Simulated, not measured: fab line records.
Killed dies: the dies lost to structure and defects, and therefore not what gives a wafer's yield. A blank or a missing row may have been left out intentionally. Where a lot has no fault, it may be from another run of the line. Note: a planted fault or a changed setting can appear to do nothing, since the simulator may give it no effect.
Which tool did it? :: flow gf180mcu :: 20 wafers from 7 lots sampled at 2 of the route's 602 steps

## WHAT THE GAUGES READ, wafer by wafer
GF_DNWELL_TW_MEAS_09.
lot: L887
measured: day 3 17:35
on: film metro-04
DNWELL_TW: 1360 1355 1355

lot: L889
measured: day 3 22:51
on: film metro-03
DNWELL_TW: 1356 1358 1363

lot: L893
measured: day 4 17:38
on: film metro-01
DNWELL_TW: 1359 1356 1362

lot: L895
measured: day 5 05:17
on: film metro-03
DNWELL_TW: 1359 1360 1365

lot: L897
measured: day 5 17:53
on: film metro-01
DNWELL_TW: 1351 1348 1353

lot: L899
measured: day 6 05:44
on: film metro-01
DNWELL_TW: 1460 1368

lot: L907
measured: day 7 19:50
on: film metro-01
DNWELL_TW: 1362 1360 1363

## WHAT TOOL EACH LOT RAN ON (gives the tool, then ch and the chambers of the sampled wafers, and finally the start)
lot: L887
GF_DNWELL_IMPLANT_07: implanter-03 ch 0, day 3 17:21

lot: L889
GF_DNWELL_IMPLANT_07: implanter-04 ch 0, day 3 22:38

lot: L893
GF_DNWELL_IMPLANT_07: implanter-03 ch 0, day 4 17:24

lot: L895
GF_DNWELL_IMPLANT_07: implanter-03 ch 0, day 5 05:02

lot: L897
GF_DNWELL_IMPLANT_07: implanter-04 ch 0, day 5 17:37

lot: L899
GF_DNWELL_IMPLANT_07: implanter-03 ch 0, day 6 05:29

lot: L907
GF_DNWELL_IMPLANT_07: implanter-04 ch 0, day 7 19:32
- GF_DNWELL_IMPLANT_07

## THE ANSWER, worked out from the rows above alone
Rule: the lots themselves supply what counts as usual. Put in order of their means at a reading, lots are off if they are a third of the lots or fewer, leave a main group of 4 or more, and stand apart from it by a gap of 3 or more times the standard deviation of the main group's means; of several such gaps the widest counts. The tables above print the reading to a certain number of digits; a main group whose means all agree to those digits is not used. A lot without any number at a reading at which 4 lots or more have one is off too. Where the step has rows for the other lots, those lots are counted as sound.
Off: L899, seen at GF_DNWELL_TW_MEAS_09 (DNWELL_TW). Main group: mean 1358, sd 3.7.
A tool fits if, at a process step before that reading, it ran every lot that is off, and no sound lot after the first of them. Those tools and the gauges at GF_DNWELL_TW_MEAS_09 are tried in the same way. One candidate fits, namely implanter-03 at GF_DNWELL_IMPLANT_07. A fault onset in the window from L895 (day 5 05:02, its last sound lot) to L899 (day 6 05:29, its first lot off) fits.

## WHAT WAS PUT IN BY THE SIMULATOR
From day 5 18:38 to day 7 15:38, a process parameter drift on implanter-03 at GF_DNWELL_IMPLANT_07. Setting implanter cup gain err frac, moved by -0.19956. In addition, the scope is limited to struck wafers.
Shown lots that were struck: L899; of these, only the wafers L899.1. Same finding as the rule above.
